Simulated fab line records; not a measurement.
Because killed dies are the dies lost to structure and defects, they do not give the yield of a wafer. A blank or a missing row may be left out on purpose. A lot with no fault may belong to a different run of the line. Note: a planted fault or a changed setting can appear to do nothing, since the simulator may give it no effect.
Matching of chambers	flow gf180mcu	4 sister chambers for GF_STI_ETCH_14 on rie si-01
The step etches Si in HBr/Cl2/O2, target depth 360 nm, time 102.9 s. 8 wafers are shown with their chamber, then 8 later ones without.

## WAFERS PAIRED WITH THEIR CHAMBERS
wafer	chamber	drypump motor current A (A)	oes product au (a.u.)
L454.5	0	5.66	0.998
L460.3	2	4.99	1.005
L460.4	3	5.91	1.000
L460.5	3	5.89	1.015
L466.3	2	4.98	1.009
L466.4	1	5.81	1.005
L466.6	0	5.69	1.005
L468.1	1	5.81	0.983

## WAFERS WITH NO CHAMBER GIVEN
wafer	drypump motor current A (A)	oes product au (a.u.)
L468.4	4.97	0.999
L468.6	5.89	1.004
L472.3	5.67	1.000
L472.4	4.98	1.011
L472.5	5.68	1.001
L476.1	4.98	1.006
L476.5	5.69	0.987
L476.6	5.85	1.008

## THE CHAMBER EACH PASSED THROUGH
wafer	from the rows above	in truth
L468.4	2	2
L468.6	3	3
L472.3	0	0
L472.4	2	2
L472.5	0	0
L476.1	2	2
L476.5	0	0
L476.6	can't be placed: 1 or 3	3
Placed correctly: 7 of 8. Not placeable from these rows: 1 (in 1, the candidates include the true chamber). 0 placed wrongly.
How it was worked out, from the rows above alone: a wafer's distance from a chamber is the root of the sum, over the readings, of the square of ((its reading less the chamber's mean) divided by the reading's scatter). The wafer belongs to the nearest chamber; if the next one is less than 2 further off, it can't be placed. Each chamber's mean is taken over the wafers shown for it. How the scatter is found: for the shown wafers, subtract from each reading the mean of its chamber, square and add these, divide the total by (wafers less chambers), then take the root.
